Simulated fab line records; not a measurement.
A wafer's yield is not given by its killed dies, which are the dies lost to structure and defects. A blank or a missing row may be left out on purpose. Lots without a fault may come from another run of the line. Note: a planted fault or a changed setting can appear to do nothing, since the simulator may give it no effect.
Code-filled problem report in 8D (eight disciplines) form | flow gf180mcu | the parts of the form that need people (team, actions taken, sign-off) are left out

1. PROBLEM STATEMENT
Mean VT_IMPLANT_2_TW at GF_VT_IMPLANT_TW_MEAS_21: 1374 over 6 wafers in 2 lots; fault-free wafers: 1216, standard deviation 12. That puts it +13 standard deviations away from the usual mean.
The first sign was on wafer L987.2 at day 9 06:05, on film-metro-02. At this step, 33 wafers from 11 lots have a number in the record. The rule behind "out" and "out of limits": a value lying over 4 standard deviations away from the usual mean. All remaining wafers that have a number are taken as sound.

2. WHAT IT IS, WHAT IT ISN'T
question                    | is                           | is not
which readings at this step | VT_IMPLANT_2_TW              | -
which lots                  | L987, L990                   | L976, L977, L978, L979, L980, L981, L993, L995, L997
which wafers of those lots  | all that have a number       | -
read on which gauges        | film-metro-02, film-metro-03 | film-metro-01
when                        | from day 9 06:05             | up to then (18 sound wafers); but 9 sound wafers of L993, L995, L997 came after

3. WHAT RULES OUT EACH SUSPECT
Counting: any tool at a process step up to the reading is kept as a suspect provided that every lot that is out went through it and no sound lot did after the first of them.
- ruled out: the gauge at GF_VT_IMPLANT_TW_MEAS_21. The wafers that are out were read on 2 gauges (film-metro-02, film-metro-03).
- plasma-asher-03 at GF_MVSD_STRIP_10 (strips in O2/N2): ruled out as a lasting fault. Following L987 (day 7 03:49), the first lot on it that is out, the sound lots L995, L997 were run on it.
- implanter-03 at GF_VT_IMPLANT_IMPLANT_19: kept. It processed each lot that is out, first L987 at day 9 05:50, and no sound lot thereafter; up to then, the last sound lot it processed was L981 at day 7 14:29. Out on those wafers are its own readings of dose-ions-cm2, faraday-current-uA.
Left after counting: implanter-03 at GF_VT_IMPLANT_IMPLANT_19.

4. THE CAUSE (what the simulator had put in)
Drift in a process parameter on implanter-03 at GF_VT_IMPLANT_IMPLANT_19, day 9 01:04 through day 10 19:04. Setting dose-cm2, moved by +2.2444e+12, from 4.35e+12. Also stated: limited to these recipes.
This tool alone remained once counting was done.

5. THE CHAIN OF EFFECTS, in route order
Each row: a reading whose mean over the struck wafers that have a number lies more than 3 standard deviations from the usual. Scope: only readings with a usual standard deviation given in the record; hours: median across lots of the time from each lot's start at the first step in this table that gives one to its start at this step; sigmas: change in usual standard deviations.
hours | step                     | reading            | usual     | on struck wafers | change     | sigmas
0     | GF_VT_IMPLANT_IMPLANT_19 | dose-ions-cm2      | 4.351e+12 | 6.596e+12        | +2.245e+12 | +99 or more
0     | GF_VT_IMPLANT_IMPLANT_19 | faraday-current-uA | 24.5      | 37.1             | +12.6      | +27
0     | GF_VT_IMPLANT_TW_MEAS_21 | VT_IMPLANT_2_TW    | 1216      | 1374             | +158       | +13
Process steps it contains:
- GF_VT_IMPLANT_IMPLANT_19
Later measuring or inspecting steps at which every struck wafer that the step has a row for has a number for every such reading, and none has moved that far: GF_HV_LDD_TW_MEAS_38.

6. HOW IT WOULD HAVE BEEN CAUGHT EARLIER
5 hours passed between the start of the fault at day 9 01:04 and the first reading out of limits at a measuring or inspecting step in this record, taken at day 9 06:05.
The tool's own readings at GF_VT_IMPLANT_IMPLANT_19 were out on every struck wafer that the step has a row for (dose-ions-cm2, faraday-current-uA): an alarm limit on them would have fired on the first of those.
L990, from the lots that are out (2), started GF_VT_IMPLANT_IMPLANT_19 on implanter-03 later than day 9 06:05. A tool hold placed at that time would have kept it from harm.
